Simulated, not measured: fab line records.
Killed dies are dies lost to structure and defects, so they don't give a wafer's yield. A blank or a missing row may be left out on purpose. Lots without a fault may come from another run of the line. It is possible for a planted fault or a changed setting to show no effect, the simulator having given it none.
Struck lot and sound lot, side by side / flow sky130 / 15 steps out of a route of 708
Sound: the wafers L666.1, L666.4, L666.5. The struck wafers were L676.1, L676.2, L676.4. The cause comes at the end.
For every step that has rows: the tool of each side, followed by ch and its chambers, followed by its first start. Under that, the readings that differ: sound wafers / struck wafers / difference of the means / sigmas: that difference in standard deviations of wafers without a fault.
alike: readings with means less than 2 such deviations apart, plus words and numbers identical on both sides. not compared: withheld readings, readings lacking a value on some wafer, bounds such as >300 that could conceal the same value, and numbers that have no deviation in the record and whose values overlap.
The two part at a step that has a row with sigmas, a row that says differs or no value, or rows on one side only. Numbers that have no deviation but don't overlap get no sigmas and don't part them. A reading missing from all wafers of one side parts the sides only when that side holds two or more wafers.

first, 3 steps without rows for these wafers: SKY_SONOS_TUNNEL_EXPOSE_04 (exposes mask TUNM, target cd 410 nm); SKY_SONOS_TUNNEL_PEB_05; SKY_SONOS_TUNNEL_DEVELOP_06 (develop time 60 s).
SKY_SONOS_TUNNEL_CD_MEAS_07: the cd target is 410 nm.
  struck on cd-sem-02, day 15 00:50; sound on cd-sem-01, day 11 13:44
  alike: cd-nm
SKY_SONOS_TUNNEL_OVL_MEAS_08:
  struck on overlay-01, day 15 00:57; sound on overlay-02, day 11 13:52
  alike: SONOS_TUNNEL_OVL
then, 3 steps without rows for these wafers: SKY_SONOS_TUNNEL_IMPLANT_09; SKY_SONOS_TUNNEL_WET_ETCH_10 (etches SiO2 in dHF, target depth 14 nm, time 280 s); SKY_SONOS_TUNNEL_STRIP_11 (strips in SPM, time 600 s).
SKY_SONOS_TUNNEL_TW_MEAS_12:
  struck on film-metro-04, day 15 01:24; sound on film-metro-02, day 11 14:20
  alike: SONOS_TUNNEL_TW
then, 2 steps without rows for these wafers: SKY_SONOS_TUNNEL_CLEAN_13 (cleans in dHF, time 20 s); SKY_SONOS_ONO_OXIDATION_00 (stabilise 600 s, purge 300 s, target thk 2.6 nm).
SKY_SONOS_ONO_THK_MEAS_01:
  struck on film-metro-02, day 15 06:54; sound on film-metro-01, day 11 19:19
  alike: SONOS_ONO_OXIDATION_THK
SKY_SONOS_ONO_CVD_02: deposits Si3N4 from DCS/NH3, target thk 10.5 nm, time 180 s.
  sound on lpcvd-02 ch 0, day 11 19:22; struck on lpcvd-02 ch 0, day 15 06:58
  alike: spike-tc-lower-C, zone-power-bottom-pct, zone-power-top-pct
SKY_SONOS_ONO_THK_MEAS_03:
  struck on film-metro-04, day 15 08:14; sound on film-metro-04, day 11 20:25
reading=SONOS_ONO_CVD_02_THK (nm); sound=10.48 10.33 10.22; struck=8.11 8.21 8.18; difference=-2.18; sigmas=-14
  not compared: hold
SKY_PAD_OPEN_PROBE_99:
  rows exist in the record for the sound wafers here (prober-02, day 46 02:09), none for the struck ones

WHERE THEY PART
Earliest at SKY_SONOS_ONO_THK_MEAS_03; latest, in this record, at SKY_PAD_OPEN_PROBE_99.

WHY: what had been put in by the simulator
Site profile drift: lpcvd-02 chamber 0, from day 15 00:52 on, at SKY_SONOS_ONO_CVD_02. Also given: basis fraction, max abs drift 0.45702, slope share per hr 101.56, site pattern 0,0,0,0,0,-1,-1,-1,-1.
